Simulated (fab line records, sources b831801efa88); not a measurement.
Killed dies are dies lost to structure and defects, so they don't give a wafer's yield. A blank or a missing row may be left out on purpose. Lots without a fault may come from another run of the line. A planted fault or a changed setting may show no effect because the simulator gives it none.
A struck lot beside a sound one | flow sky130 | 19 steps out of a route of 708
Sound: wafers L631.1, L631.2, L631.3. Struck: wafers L641.2, L641.4, L641.6. The cause comes at the end.
At each step with rows: each side's tool, then ch and its chambers, then its first start. Under that, the readings that differ: sound wafers | struck wafers | difference of the means | sigmas: that difference in standard deviations of wafers without a fault.
alike: readings whose means differ by less than 2 such deviations, and words and numbers that are the same on both sides. not compared: withheld readings, readings that some wafer has no value for, bounds like >300 that may hide the same value, and numbers for which the record gives no deviation and whose values overlap.
The two part at a step that has a row with sigmas, a row that says differs or no value, or rows on one side only. Numbers that don't overlap but have no deviation are shown without sigmas and don't part them. A reading that every wafer of one side lacks parts them only if that side has two wafers or more.

first, 3 steps without rows for these wafers: SKY_SD_P_EXPOSE_04 (exposes mask PSDM, target cd 380 nm); SKY_SD_P_PEB_05; SKY_SD_P_DEVELOP_06 (develop time 60 s).
SKY_SD_P_CD_MEAS_07: target cd 380 nm.
  sound on cd_sem-01, day 27 18:19; struck on cd_sem-01, day 32 13:32
  alike: cd_nm
SKY_SD_P_OVL_MEAS_08:
  sound on overlay-01, day 27 18:26; struck on overlay-02, day 32 13:38
  alike: SD_P_OVL
then, 1 step without rows for these wafers: SKY_SD_P_IMPLANT_09.
SKY_SD_P_STRIP_10: strips in O2/N2.
  sound on plasma_asher-03 ch 0,1, day 27 18:37; struck on plasma_asher-01 ch 0,1, day 32 13:49
  alike: drypump_motor_current_A, oes_product_au, strip_time_to_endpoint_s
  not compared: rf_hours_counter_h
SKY_SD_P_TW_MEAS_11:
  sound on film_metro-03, day 27 18:43; struck on film_metro-02, day 32 13:55
  alike: SD_P_TW
then, 4 steps without rows for these wafers: SKY_RES_XHIGH_DEHYDRATE_00 (time 60 s); SKY_RES_XHIGH_HMDS_01 (prime time 60 s); SKY_RES_XHIGH_COAT_02 (resist thk 1140 nm); SKY_RES_XHIGH_SOFTBAKE_03 (time 60 s).
SKY_RES_XHIGH_EXPOSE_04: exposes mask URPM, target cd 1270 nm.
  sound on iline_stepper-01 ch 0, day 28 09:00; struck on iline_stepper-01, day 33 03:43
  no value came back on the struck wafers for exposure_dose_mJ_cm2, focus_offset_nm (nm), stage_vel_mm_s (mm/s); on the sound wafers exposure_dose_mJ_cm2 reads 139.89 140.03 139.89
  alike: mask
then, 3 steps without rows for these wafers: SKY_RES_XHIGH_PEB_05; SKY_RES_XHIGH_DEVELOP_06 (develop time 60 s); SKY_RES_XHIGH_IMPLANT_07.
SKY_RES_XHIGH_STRIP_08: strips in O2/N2.
  sound on plasma_asher-02 ch 0,1, day 28 22:58; struck on plasma_asher-02 ch 0,1, day 33 16:25
  alike: drypump_motor_current_A, oes_product_au, strip_time_to_endpoint_s
  not compared: rf_hours_counter_h
SKY_RES_XHIGH_TW_MEAS_09:
  sound on film_metro-03, day 28 23:04; struck on film_metro-02, day 33 16:32
  reading      | sound          | struck   | difference | sigmas
  RES_XHIGH_TW | 1609 1616 1620 | 30 30 30 | -1585      | -99 or more
then, 1 step without rows for these wafers: SKY_SD_N_DEHYDRATE_00 (time 60 s).

WHERE THEY PART
First at SKY_RES_XHIGH_EXPOSE_04; last, within this record, at SKY_RES_XHIGH_TW_MEAS_09.

WHY: what the simulator had put in
Skipped step whole: iline_stepper-01, from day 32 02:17 on, at SKY_RES_XHIGH_EXPOSE_04. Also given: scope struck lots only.
